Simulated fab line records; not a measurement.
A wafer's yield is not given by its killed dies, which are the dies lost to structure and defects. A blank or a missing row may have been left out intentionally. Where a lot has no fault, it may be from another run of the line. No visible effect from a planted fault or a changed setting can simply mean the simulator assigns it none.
fab line records    flow gf180mcu
[record] lots = 5  wafers = 15  last_day = 34
route steps=602 shown POLY_GATE@168 HV_LDD@176
lots that met no fault: taken from a fault-free run of the same line
start_h: hours from the record's opening day to when the first of the lot's shown wafers began    wait_h: how many hours have passed since the lot's step before this one    " identical to the entry in the row above    L1.1+2: a row that stands for several wafers    - either no value or no given start    * or withheld: withheld    < > ~ a bound
route shown NAME@n: a module of which the file shows steps, and the number in the route of the first    usual: average and standard deviation across the fault-free wafers    same: alike in all rows    chamber/n: place in a boat    sites: readings site by site    _std_site: standard deviation of those values    _edge_site: mean of outer sites minus mean of inner sites    radius_mm: how far each site lies from the wafer's centre    mask NAME#n: copy n    behind: tool/chamber where the wafer was last shaped    hold: reason for holding the lot/hours on hold/outcome of the hold    device: names the non-switching transistor (n, p or np)    end of line: the tests these same wafers got at the end of their route    step lacking rows: just its recipe    killed: count of dies lost to structure and defects at first sort (not the wafer's yield)    map: the dies of a wafer, with x for killed, . for not killed, _ for no die there
set.NAME: the setting as run; set.NAME@STEP: as run at that earlier step    model.NAME: the simulator's own value behind a step, which no gauge read
a table for each step, a row for each wafer; lots at some steps of the route
services: a tool's chamber out of use, with start hour (start_h, from the record's first day; less than 0 if before it), hours out, and reason
[[steps]]
[step GF_POLY_GATE_OVL_MEAS_11]
[usual] POLY_GATE_OVL = -1/5.7
lot.wafer  tool        chamber  start_h  wait_h  POLY_GATE_OVL[nm]
L074.1     overlay-01  -        197.84   0.1     0
L074.2     "           -        "        "       1
L074.3     "           -        "        "       1
L075.2     overlay-01  -        207.74   0.1     -2
L075.3     "           -        "        "       -5
L075.6     "           -        "        "       7
L077.2     overlay-01  -        221.85   0.1     1
L077.3     "           -        "        "       0
L077.6     "           -        "        "       -6
L093.1     overlay-02  -        332.00   0.1     7
L093.2     "           -        "        "       3
L093.5     "           -        "        "       3
L095.1     overlay-01  -        345.10   0.1     6
L095.4     "           -        "        "       7
L095.5     "           -        "        "       13
[step GF_POLY_GATE_ETCH_12]
[recipe] chemistry = N2/H2  target_depth_a = withheld  overetch_a = withheld  time_s = withheld  target = BARC  ion_energy_ev = 200  source_w = 500  bias_w = 100  pressure_mtorr = 30  n2_flow_sccm = 100  h2_flow_sccm = 200
[usual] bias_w = 100.0/0.31  drypump_motor_current_A = 5.87/0.26  oes_product_au = 0.735/0.0044  throttle_valve_pct = 13.213/0.01
lot.wafer  tool         chamber  start_h  wait_h  bias_w  drypump_motor_current_A  oes_product_au  throttle_valve_pct
L074.1     rie_diel-03  1        197.88   0.0     99.4    5.87                     0.735           13.213
L074.2     "            2        "        "       100.5   5.34                     0.735           13.204
L074.3     "            3        "        "       100.0   5.76                     0.742           13.217
L075.2     rie_diel-03  3        207.77   0.0     100.5   5.77                     0.739           13.202
L075.3     "            2        "        "       100.6   5.33                     0.740           13.218
L075.6     "            2        "        "       99.8    5.33                     0.734           13.233
L077.2     rie_diel-03  0        221.88   0.0     99.9    6.25                     0.729           13.207
L077.3     "            1        "        "       100.3   5.86                     0.741           13.222
L077.6     "            1        "        "       100.4   5.86                     0.726           13.209
L093.1     rie_diel-02  0        332.03   0.0     100.1   5.92                     0.730           13.205
L093.2     "            2        "        "       100.5   5.88                     0.738           13.234
L093.5     "            0        "        "       99.7    5.92                     0.735           13.202
L095.1     rie_diel-02  1        345.13   0.0     100.1   5.77                     0.742           13.197
L095.4     "            3        "        "       100.3   5.77                     0.736           13.228
L095.5     "            2        "        "       99.9    5.86                     0.736           13.200
[step GF_POLY_GATE_ETCH_13]
[recipe] target = poly-Si  target_depth_nm = 198.5  stop_on = SiO2  over_etch_frac = 0.403  chemistry = HBr/Cl2  icp_w = 400  bias_w = 100  pressure_mtorr = 10  HBr_flow_sccm = 150  Cl2_flow_sccm = 50  time_s = 69.6
[usual] bias_w = 100.0/0.32  drypump_motor_current_A = 5.7/0.54  he_backside_leak_sccm = 2.73/0.27  oes_product_au = 0.989/0.0082  throttle_valve_pct = 33.685/0.0084
lot.wafer  tool       chamber  start_h  wait_h  bias_w  drypump_motor_current_A  he_backside_leak_sccm  oes_product_au  rf_hours_counter_h  throttle_valve_pct
L074.1     rie_si-01  2        197.93   -       100.3   5.2                      2.42                   0.999           5                   33.689
L074.2     "          0        "        "       100.1   4.9                      2.72                   0.996           33                  33.692
L074.3     "          1        "        "       99.5    5.6                      3.07                   0.985           0                   33.686
L075.2     rie_si-02  2        207.82   -       99.7    5.9                      2.79                   0.997           41                  33.672
L075.3     "          3        "        "       99.5    5.5                      2.53                   0.980           1                   33.683
L075.6     "          1        "        "       100.0   6.3                      2.34                   0.984           -                   33.686
L077.2     rie_si-01  1        221.93   -       99.5    5.6                      2.92                   0.986           0                   33.676
L077.3     "          3        "        "       100.3   5.8                      2.87                   0.993           111                 33.672
L077.6     "          0        "        "       99.8    4.9                      2.62                   0.977           -                   33.674
L093.1     rie_si-02  0        332.08   -       99.9    6.8                      2.30                   0.982           6                   33.691
L093.2     "          1        "        "       100.3   6.3                      2.58                   0.975           6                   33.695
L093.5     "          1        "        "       100.0   6.3                      2.61                   0.982           -                   33.693
L095.1     rie_si-01  2        345.18   -       99.8    5.3                      2.67                   1.002           6                   33.695
L095.4     "          2        "        "       100.4   5.2                      2.73                   1.001           -                   33.689
L095.5     "          3        "        "       99.8    5.8                      2.51                   0.992           -                   33.686
[step GF_POLY_GATE_STRIP_14]
[recipe] chemistry = O2/N2  power_w = 1400  pressure_mtorr = 1500  platen_temp_c = 250  o2_flow_sccm = 3000  n2_flow_sccm = 300  overash_fraction = 0.5
[usual] drypump_motor_current_A = 5.5/0.34  heater_power_w = 341/26  oes_product_au = 0.505/0.0048
lot.wafer  tool             chamber  start_h  wait_h  drypump_motor_current_A  heater_power_w  oes_product_au  rf_hours_counter_h
L074.1     plasma_asher-04  0        197.98   0.0     5.4                      359             0.504           40
L074.2     "                1        "        "       5.5                      317             0.505           40
L074.3     "                0        "        "       5.4                      352             0.506           -
L075.2     plasma_asher-04  0        207.87   0.0     5.4                      368             0.507           41
L075.3     "                0        "        "       5.4                      360             0.503           -
L075.6     "                0        "        "       5.4                      357             0.496           -
L077.2     plasma_asher-04  0        221.98   0.0     5.4                      367             0.509           42
L077.3     "                1        "        "       5.5                      317             0.497           -
L077.6     "                0        "        "       5.4                      350             0.507           -
L093.1     plasma_asher-03  1        332.14   0.0     5.7                      341             0.507           23
L093.2     "                0        "        "       5.4                      359             0.503           23
L093.5     "                1        "        "       5.7                      332             0.505           -
L095.1     plasma_asher-01  0        345.24   0.0     5.1                      292             0.504           70
L095.4     "                1        "        "       6.4                      381             0.504           -
L095.5     "                0        "        "       5.1                      285             0.513           -
[step GF_POLY_GATE_CLEAN_15]
[recipe] chemistry = SC1/SC2  mix = 1:4:20  temp_c = 70  time_s = 150  dry = n2_spin
lot.wafer   tool          chamber  start_h  wait_h
L074.1+2+3  wet_bench-03  0        198.08   0.1
L075.2+3+6  wet_bench-01  2        207.97   0.1
L077.2+3+6  wet_bench-02  3        222.08   0.1
L093.1+2+5  wet_bench-02  3        332.24   0.1
L095.1+4+5  wet_bench-02  3        345.34   0.1
[step GF_POLY_GATE_OXIDATION_16]
[recipe] temp_c = 850  ambient = O2  stabilise_s = 600  purge_s = 300  target_thk_a = 40  ox_time_s = 899
[usual] spike_tc_top_C = 866.8/1  zone_power_top_pct = 30.1/0.94
[same] ox_time_s = 899
lot.wafer  tool        chamber  start_h  wait_h  spike_tc_top_C  zone_power_top_pct
L074.1     furnace-01  0        198.14   0.0     865.4           30.1
L074.2     "           0        "        "       864.9           30.3
L074.3     "           0        "        "       867.6           31.3
L075.2     furnace-02  0        208.22   0.2     867.1           29.2
L075.3     "           0        "        "       867.3           28.9
L075.6     "           0        "        "       867.1           28.9
L077.2     furnace-02  0        222.13   0.0     867.0           29.3
L077.3     "           0        "        "       865.5           28.7
L077.6     "           0        "        "       869.8           29.2
L093.1     furnace-01  0        332.96   0.7     866.2           31.3
L093.2     "           0        "        "       866.4           30.9
L093.5     "           0        "        "       865.2           30.5
L095.1     furnace-01  0        348.80   3.4     867.2           31.3
L095.4     "           0        "        "       866.3           30.4
L095.5     "           0        "        "       867.7           31.0
[step GF_POLY_GATE_THK_MEAS_17]
[recipe] reads = SiO2_of_POLY_GATE_OXIDATION_16
[usual] POLY_GATE_OXIDATION_THK = 3.96/0.086
lot.wafer  tool           chamber  start_h  wait_h  POLY_GATE_OXIDATION_THK[nm]
L074.1     film_metro-03  -        199.39   0.0     4.08
L074.2     "              -        "        "       4.05
L074.3     "              -        "        "       4.14
L075.2     film_metro-03  -        209.48   0.0     3.90
L075.3     "              -        "        "       3.95
L075.6     "              -        "        "       3.89
L077.2     film_metro-03  -        223.39   0.0     3.86
L077.3     "              -        "        "       3.88
L077.6     "              -        "        "       3.89
L093.1     film_metro-01  -        334.21   0.0     3.85
L093.2     "              -        "        "       3.81
L093.5     "              -        "        "       3.84
L095.1     film_metro-04  -        350.06   0.0     3.98
L095.4     "              -        "        "       3.86
L095.5     "              -        "        "       3.97
[step GF_POLY_GATE_CD_MEAS_18]
[usual] cd_nm = 279.0/1.7
lot.wafer  tool       chamber  start_h  wait_h  cd_nm
L074.1     cd_sem-01  -        199.45   0.1     277.8
L074.2     "          -        "        "       279.9
L074.3     "          -        "        "       281.0
L075.2     cd_sem-01  -        209.56   0.1     279.6
L075.3     "          -        "        "       280.0
L075.6     "          -        "        "       278.6
L077.2     cd_sem-02  -        223.52   0.1     276.5
L077.3     "          -        "        "       277.8
L077.6     "          -        "        "       277.2
L093.1     cd_sem-01  -        334.27   0.1     275.4
L093.2     "          -        "        "       279.3
L093.5     "          -        "        "       277.9
L095.1     cd_sem-01  -        350.12   0.1     279.5
L095.4     "          -        "        "       278.4
L095.5     "          -        "        "       279.0
[step GF_HV_LDD_DEHYDRATE_00]
[recipe] temp_c = 200  time_s = 60
[usual] heater_power_total_W = 160.37/0.13  resist_line_temp_C = 22.99/0.094
lot.wafer  tool            chamber  start_h  wait_h  heater_power_total_W  resist_line_temp_C
L074.1     litho_track-01  0        207.61   8.1     160.56                22.91
L074.2     "               0        "        "       160.23                22.89
L074.3     "               0        "        "       160.48                22.93
L075.2     litho_track-04  0        217.82   8.2     160.32                22.98
L075.3     "               0        "        "       160.23                23.11
L075.6     "               0        "        "       160.21                22.86
L077.2     litho_track-01  0        232.03   8.5     160.30                22.92
L077.3     "               0        "        "       160.35                23.02
L077.6     "               0        "        "       160.32                23.02
L093.1     litho_track-04  0        344.59   10.3    160.62                22.86
L093.2     "               0        "        "       160.13                23.06
L093.5     "               0        "        "       160.48                23.10
L095.1     litho_track-01  0        360.51   10.4    160.39                23.10
L095.4     "               0        "        "       160.32                23.14
L095.5     "               0        "        "       160.32                22.91
[step GF_HV_LDD_HMDS_01]
[recipe] prime_time_s = 60  prime_temp_c = 120
[usual] resist_line_temp_C = 22.98/0.1
lot.wafer  tool            chamber  start_h  wait_h  resist_line_temp_C
L074.1     litho_track-01  0        207.76   0.1     22.98
L074.2     "               0        "        "       23.06
L074.3     "               0        "        "       22.93
L075.2     litho_track-04  0        217.97   0.1     23.08
L075.3     "               0        "        "       23.05
L075.6     "               0        "        "       23.09
L077.2     litho_track-01  0        232.18   0.1     23.08
L077.3     "               0        "        "       23.11
L077.6     "               0        "        "       23.20
L093.1     litho_track-04  0        344.74   0.1     23.14
L093.2     "               0        "        "       23.03
L093.5     "               0        "        "       23.05
L095.1     litho_track-01  0        360.66   0.1     23.13
L095.4     "               0        "        "       23.10
L095.5     "               0        "        "       23.09
[step GF_HV_LDD_COAT_02]
[recipe] resist = NOVOLAK  spin_rpm = 3000  resist_thk_nm = 1000
[usual] resist_line_temp_C = 23.00/0.11
lot.wafer  tool            chamber  start_h  wait_h  resist_line_temp_C
L074.1     litho_track-01  0        207.91   0.1     23.02
L074.2     "               0        "        "       23.05
L074.3     "               0        "        "       23.08
L075.2     litho_track-04  0        218.12   0.1     22.91
L075.3     "               0        "        "       22.92
L075.6     "               0        "        "       22.88
L077.2     litho_track-01  0        232.33   0.1     23.09
L077.3     "               0        "        "       22.95
L077.6     "               0        "        "       23.00
L093.1     litho_track-04  0        344.89   0.1     22.98
L093.2     "               0        "        "       23.00
L093.5     "               0        "        "       23.07
L095.1     litho_track-01  0        360.81   0.1     23.01
L095.4     "               0        "        "       22.95
L095.5     "               0        "        "       22.83
[step GF_HV_LDD_SOFTBAKE_03]
[recipe] temp_c = 90  time_s = 60  resist = NOVOLAK
[usual] heater_power_total_W = 56.60/0.046  resist_line_temp_C = 23.01/0.1
lot.wafer  tool            chamber  start_h  wait_h  heater_power_total_W  resist_line_temp_C
L074.1     litho_track-01  0        208.06   0.1     56.63                 23.16
L074.2     "               0        "        "       56.62                 22.95
L074.3     "               0        "        "       56.67                 23.08
L075.2     litho_track-04  0        218.27   0.1     56.61                 22.99
L075.3     "               0        "        "       56.56                 23.10
L075.6     "               0        "        "       56.57                 22.98
L077.2     litho_track-01  0        232.48   0.1     56.54                 23.03
L077.3     "               0        "        "       56.63                 22.89
L077.6     "               0        "        "       56.59                 23.07
L093.1     litho_track-04  0        345.04   0.1     56.72                 22.93
L093.2     "               0        "        "       56.58                 22.96
L093.5     "               0        "        "       56.59                 22.99
L095.1     litho_track-01  0        360.96   0.1     56.52                 22.83
L095.4     "               0        "        "       56.59                 23.01
L095.5     "               0        "        "       56.51                 22.80
[step GF_HV_LDD_EXPOSE_04]
[recipe] mask_id = Nplus_LV_AREA  target_cd_nm = 400  na = 0.6  source_shape = conventional  sigma_outer = 0.6  dose_mj = 140
lot.wafer   tool              chamber  start_h  wait_h  mask
L074.1+2+3  iline_stepper-02  0        -        -       Nplus_LV_AREA#0
L075.2+3+6  iline_stepper-02  0        -        -       Nplus_LV_AREA#0
L077.2+3+6  iline_stepper-01  0        -        -       Nplus_LV_AREA#0
L093.1+2+5  iline_stepper-02  0        -        -       Nplus_LV_AREA#0
L095.1+4+5  iline_stepper-02  0        -        -       Nplus_LV_AREA#0
[step GF_HV_LDD_PEB_05]
[recipe] temp_c = withheld  time_s = *  resist = NOVOLAK
[usual] resist_line_temp_C = *
lot.wafer  tool            chamber  start_h  wait_h  resist_line_temp_C
L074.1     litho_track-02  0        -        -       *
L074.2     "               0        "        "       *
L074.3     "               0        "        "       *
L075.2     litho_track-04  0        -        -       *
L075.3     "               0        "        "       *
L075.6     "               0        "        "       *
L077.2     litho_track-02  0        -        -       *
L077.3     "               0        "        "       *
L077.6     "               0        "        "       *
L093.1     litho_track-02  0        -        -       *
L093.2     "               0        "        "       *
L093.5     "               0        "        "       *
L095.1     litho_track-01  0        -        -       *
L095.4     "               0        "        "       *
L095.5     "               0        "        "       *
[step GF_HV_LDD_DEVELOP_06]
[recipe] develop_time_s = 60  dev_temp_c = 23
[usual] resist_line_temp_C = 23.02/0.11
lot.wafer  tool            chamber  start_h  wait_h  resist_line_temp_C
L074.1     litho_track-02  0        216.53   0.1     23.12
L074.2     "               0        "        "       23.09
L074.3     "               0        "        "       23.00
L075.2     litho_track-04  0        226.92   0.1     22.90
L075.3     "               0        "        "       22.90
L075.6     "               0        "        "       22.76
L077.2     litho_track-02  0        241.40   0.1     22.98
L077.3     "               0        "        "       22.82
L077.6     "               0        "        "       22.94
L093.1     litho_track-02  0        355.78   0.1     23.17
L093.2     "               0        "        "       23.07
L093.5     "               0        "        "       23.20
L095.1     litho_track-01  0        372.26   0.1     23.10
L095.4     "               0        "        "       23.09
L095.5     "               0        "        "       23.12
[step GF_HV_LDD_CD_MEAS_07]
[recipe] target_cd_nm = 400
[usual] cd_nm = 400.5/2.9
lot.wafer  tool       chamber  start_h  wait_h  cd_nm
L074.1     cd_sem-02  -        216.68   0.1     401.8
L074.2     "          -        "        "       401.2
L074.3     "          -        "        "       400.2
L075.2     cd_sem-02  -        227.07   0.1     401.7
L075.3     "          -        "        "       400.6
L075.6     "          -        "        "       399.8
L077.2     cd_sem-02  -        241.55   0.1     399.8
L077.3     "          -        "        "       397.9
L077.6     "          -        "        "       397.7
L093.1     cd_sem-01  -        355.93   0.1     398.3
L093.2     "          -        "        "       397.4
L093.5     "          -        "        "       400.6
L095.1     cd_sem-02  -        372.41   0.1     397.9
L095.4     "          -        "        "       399.3
L095.5     "          -        "        "       398.4
[step GF_HV_LDD_OVL_MEAS_08]
[usual] HV_LDD_OVL = -0.6/1.6
lot.wafer  tool        chamber  start_h  wait_h  HV_LDD_OVL[nm]
L074.1     overlay-02  -        216.80   0.1     -3.3
L074.2     "           -        "        "       -2.0
L074.3     "           -        "        "       -2.4
L075.2     overlay-02  -        227.17   0.1     -1.4
L075.3     "           -        "        "       -0.3
L075.6     "           -        "        "       -2.4
L077.2     overlay-01  -        241.66   0.1     1.2
L077.3     "           -        "        "       1.9
L077.6     "           -        "        "       1.2
L093.1     overlay-01  -        356.05   0.1     -3.1
L093.2     "           -        "        "       -2.7
L093.5     "           -        "        "       -3.2
L095.1     overlay-02  -        372.53   0.1     -1.6
L095.4     "           -        "        "       -2.3
L095.5     "           -        "        "       -2.2
[step GF_HV_LDD_IMPLANT_09]
[recipe] species = As  energy_kev = 40  dose_cm2 = 1e+14  tilt_deg = 7
[same] implant_ion_amu = 75
lot.wafer   tool          chamber  start_h  wait_h
L074.1+2+3  implanter-01  0        216.84   0.0
L075.2+3+6  implanter-03  0        227.23   0.0
L077.2+3+6  implanter-01  0        241.71   0.0
L093.1+2+5  implanter-01  0        356.08   0.0
L095.1+4+5  implanter-01  0        372.56   0.0
[step GF_HV_LDD_STRIP_10]
[recipe] chemistry = O2/N2  power_w = 1400  pressure_mtorr = 1500  platen_temp_c = 250  o2_flow_sccm = 3000  n2_flow_sccm = 300  overash_fraction = 0.5
[usual] drypump_motor_current_A = 5.8/0.45  heater_power_w = 336/29  oes_product_au = 0.716/0.0046  strip_time_to_endpoint_s = 12.63/0.035
lot.wafer  tool             chamber  start_h  wait_h  drypump_motor_current_A  heater_power_w  oes_product_au  rf_hours_counter_h  strip_time_to_endpoint_s
L074.1     plasma_asher-03  1        216.99   0.1     5.7                      334             0.718           11                  12.60
L074.2     "                0        "        "       5.4                      353             0.720           11                  12.60
L074.3     "                1        "        "       5.7                      337             0.714           -                   12.60
L075.2     plasma_asher-03  0        227.35   0.1     5.4                      354             0.717           12                  12.66
L075.3     "                1        "        "       5.7                      340             0.718           -                   12.62
L075.6     "                1        "        "       5.7                      336             0.718           -                   12.61
L077.2     plasma_asher-02  1        241.84   0.1     5.9                      331             0.722           61                  12.64
L077.3     "                0        "        "       6.1                      336             0.714           -                   12.66
L077.6     "                0        "        "       6.1                      331             0.711           -                   12.63
L093.1     plasma_asher-03  0        356.23   0.1     5.4                      356             0.715           26                  12.64
L093.2     "                1        "        "       5.7                      342             0.707           26                  12.63
L093.5     "                0        "        "       5.4                      352             0.708           -                   12.61
L095.1     plasma_asher-02  0        372.71   0.1     6.0                      340             0.713           74                  12.64
L095.4     "                0        "        "       6.0                      337             0.717           -                   12.70
L095.5     "                1        "        "       5.9                      328             0.718           -                   12.63
[step GF_HV_LDD_TW_MEAS_11]
[usual] HV_LDD_TW = 2401/13
lot.wafer  tool           chamber  start_h  wait_h  HV_LDD_TW
L074.1     film_metro-02  -        217.09   0.1     2393
L074.2     "              -        "        "       2402
L074.3     "              -        "        "       2405
L075.2     film_metro-03  -        227.46   0.1     2390
L075.3     "              -        "        "       2391
L075.6     "              -        "        "       2393
L077.2     film_metro-02  -        241.95   0.1     2402
L077.3     "              -        "        "       2409
L077.6     "              -        "        "       2410
L093.1     film_metro-04  -        356.33   0.1     2422
L093.2     "              -        "        "       2405
L093.5     "              -        "        "       2421
L095.1     film_metro-04  -        372.81   0.1     2375
L095.4     "              -        "        "       2387
L095.5     "              -        "        "       2387
[[services]]
tool              chamber  start_h  hours  kind
iline_stepper-02  -        178.74   7.2    repair
furnace-02        -        179.27   3.5    pm
plasma_asher-03   -        187.30   0.8    repair
rie_si-02         3        200.16   3.1    repair
plasma_asher-01   -        205.22   2.8    repair
rie_diel-02       0        206.15   5.7    repair
implanter-03      -        217.31   2.1    pm
iline_stepper-02  -        263.18   1.7    pm
plasma_asher-04   -        276.84   7.2    repair
rie_diel-02       -        287.47   15.6   pm
furnace-02        -        291.51   1.0    pm
plasma_asher-02   -        297.49   18.7   repair
rie_diel-03       3        298.43   5.5    repair
plasma_asher-03   -        307.52   3.5    repair
iline_stepper-02  -        328.69   2.1    pm
rie_si-02         1        334.87   48.2   repair
plasma_asher-04   -        335.77   15.6   pm
rie_si-01         0        344.87   54.5   repair
furnace-02        -        345.11   4.7    pm
furnace-02        -        349.82   3.7    pm
rie_diel-02       0        353.68   59.8   repair
wet_bench-02      -        367.62   4.0    repair
plasma_asher-03   -        370.45   4.4    repair
rie_diel-02       3        372.70   6.6    repair
[[key]]
fault none
